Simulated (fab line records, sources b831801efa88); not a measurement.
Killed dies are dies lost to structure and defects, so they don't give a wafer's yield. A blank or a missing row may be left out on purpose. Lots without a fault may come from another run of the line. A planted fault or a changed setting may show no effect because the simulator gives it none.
A struck lot beside a sound one | flow sfq_line | 14 steps out of a route of 325
Sound: wafers L917.1, L917.2, L917.3. Struck: wafer L915.3. (L915.4, L915.6 of the same lot were not struck and are left out.) The cause comes at the end.
At each step with rows: each side's tool, then ch and its chambers, then its first start. Under that, the readings that differ: sound wafers | struck wafers | difference of the means | sigmas: that difference in standard deviations of wafers without a fault.
alike: readings whose means differ by less than 2 such deviations, and words and numbers that are the same on both sides. not compared: withheld readings, readings that some wafer has no value for, bounds like >300 that may hide the same value, and numbers for which the record gives no deviation and whose values overlap.
The two part at a step that has a row with sigmas, a row that says differs or no value, or rows on one side only. Numbers that don't overlap but have no deviation are shown without sigmas and don't part them. A reading that every wafer of one side lacks parts them only if that side has two wafers or more.

first, 6 steps without rows for these wafers: SFQ_TRILAYER_M4_LITHO_COAT_098 (resist thk 62 nm); SFQ_TRILAYER_M4_LITHO_COAT_093 (resist thk 600 nm); SFQ_TRILAYER_M4_LITHO_SOFTBAKE_097; SFQ_TRILAYER_M4_LITHO_EXPOSE_094 (exposes mask M4, target cd 500 nm); SFQ_TRILAYER_M4_LITHO_PEB_096 (peb time 60 s); SFQ_TRILAYER_M4_LITHO_DEVELOP_095 (time 60 s).
SFQ_M4_OVL_MEAS_926:
  sound on overlay-02, day 55 11:35; struck on overlay-02, day 49 01:58
  alike: M4_OVL
SFQ_TRILAYER_M4_BARC_OPEN_METAL_ETCH_123: etches BARC in O2, target depth 125 nm, time 41.7 s.
  sound on rie_metal-03 ch 0,1, day 55 11:37; struck on rie_metal-02 ch 0, day 49 02:01
  alike: drypump_motor_current_A, oes_product_au
  not compared: rf_hours_counter_h
SFQ_TRILAYER_M4_ETCH_METAL_ETCH_096: etches Nb in Cl2/Ar, stops on SiO2, target depth 240 nm, time 120 s.
  sound on rie_metal-03 ch 0,1, day 55 11:40; struck on rie_metal-02 ch 0, day 49 02:05
  alike: drypump_motor_current_A, oes_product_au
  not compared: rf_hours_counter_h
SFQ_TRILAYER_M4_STRIP_STRIP_097: strips in O2.
  sound on rie_metal-03 ch 0,1, day 55 11:48; struck on rie_metal-02 ch 0, day 49 02:22
  reading               | sound             | struck | difference | sigmas
  oes_product_au (a.u.) | 0.986 0.984 0.995 | 1.012  | +0.024     | +3
  alike: drypump_motor_current_A
  not compared: rf_hours_counter_h
then, 1 step without rows for these wafers: SFQ_TRILAYER_M4_STRIP_SOLV_CLEAN_098 (cleans in NMP, time 600 s).
SFQ_TRILAYER_I4_DEP_PECVD_099: deposits SiO2 from SiH4/N2O, time 111.11 s, target thk 500 nm.
  sound on pecvd-03 ch 0,1,2, day 55 12:34; struck on pecvd-01 ch 0, day 49 02:58
  reading                  | sound    | struck | difference | sigmas
  heater_power_outer_w (W) | 16 14 18 | 36     | +20        | +2
  heater_power_w (W)       | 64 52 70 | 96     | +34        | +2
  alike: throttle_valve_pct
SFQ_TRILAYER_I4_CMP_CMP_100: polishes SiO2.
  sound on cmp-01 ch 1,2,3, day 55 17:18; struck on cmp-02 ch 1, day 49 04:32
  reading                | sound             | struck | difference | sigmas
  slurry_flow_ml_min     | 150.8 148.8 150.0 | 150.9  | +1.0       | +2
  time_to_endpoint_s (s) | 215 221 219       | 121    | -97        | -12
  alike: motor_current_A
SFQ_I4_BOW_MEAS_927:
  sound on film_metro-03, day 55 20:18; struck on film_metro-02, day 49 06:05
  alike: I4_BOW

WHERE THEY PART
First at SFQ_TRILAYER_M4_STRIP_STRIP_097; last, within this record, at SFQ_TRILAYER_I4_CMP_CMP_100. Later steps at which nothing parts them and some readings are alike: SFQ_I4_BOW_MEAS_927.

WHY: what the simulator had put in
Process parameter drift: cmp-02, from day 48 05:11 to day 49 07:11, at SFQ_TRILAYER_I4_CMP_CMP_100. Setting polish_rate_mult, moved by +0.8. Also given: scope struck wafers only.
